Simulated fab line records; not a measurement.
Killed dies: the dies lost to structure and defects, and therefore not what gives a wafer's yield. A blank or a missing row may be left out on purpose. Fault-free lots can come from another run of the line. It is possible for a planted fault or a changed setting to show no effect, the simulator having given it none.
2 desks looking at one fault	flow sky130	each desk holds nothing but its own numbers, with what lay behind them at the end

## TOOL OWNER'S DESK, pvd_sputter-02
The tool's own readings at SKY_METAL3_SPUTTER_01 (material TiN, target thk 20 nm, time 16.7 s): means of the sampled wafers that have a number, for each lot that ran on this tool. Marked OUT: a lot whose mean sits more than 4 standard deviations from the usual mean, which makes it out of limits; the brackets give that distance.
Columns: A = cathode_dc_power_W at SKY_METAL3_SPUTTER_01, usual 6500.2 W; B = chamber_pressure_pa at SKY_METAL3_SPUTTER_01, usual 0.3998 Pa; C = throttle_valve_pct at SKY_METAL3_SPUTTER_01, usual 30.5 %
lot	first seen here	A	B	C
L110	day 38 21:32	6499.7	0.3995	29.2
L114	day 39 23:10	6499.7	0.3998	29.5
L116	day 40 16:41	6500.5	0.3996	28.8
L119	day 41 13:44	6501.0	0.3992	29.1
Result from this desk: across the 4 lots, nothing is out of limits.

## FROM THE METROLOGY DESK
Lot by lot, what the gauges showed, no matter which tool ran the lot: averages of those sampled wafers that carry a number. Marked OUT: a lot whose mean sits more than 4 standard deviations from the usual mean, which makes it out of limits; the brackets give that distance.
Columns: A = VIA2_W_RS at SKY_VIA2_RS_MEAS_22, usual 0.274 ohm/sq; B = VIA2_W_THK at SKY_VIA2_THK_MEAS_23, usual 435 nm
lot	first seen here	A	B
L108	day 38 18:07	0.272	432
L110	day 38 21:02	0.273	443
L114	day 39 22:41	0.276	433
L115	day 40 15:17	0.273	433
L116	day 40 16:11	0.272	437
L119	day 41 13:15	0.270	448
L125	day 43 11:26	0.274	438
Result from this desk: across the 7 lots, nothing is out of limits.

## TAKEN TOGETHER
The tool owner's desk saw nothing out of limits.
The metrology desk saw nothing out of limits.

## WHAT THE SIMULATOR PUT IN
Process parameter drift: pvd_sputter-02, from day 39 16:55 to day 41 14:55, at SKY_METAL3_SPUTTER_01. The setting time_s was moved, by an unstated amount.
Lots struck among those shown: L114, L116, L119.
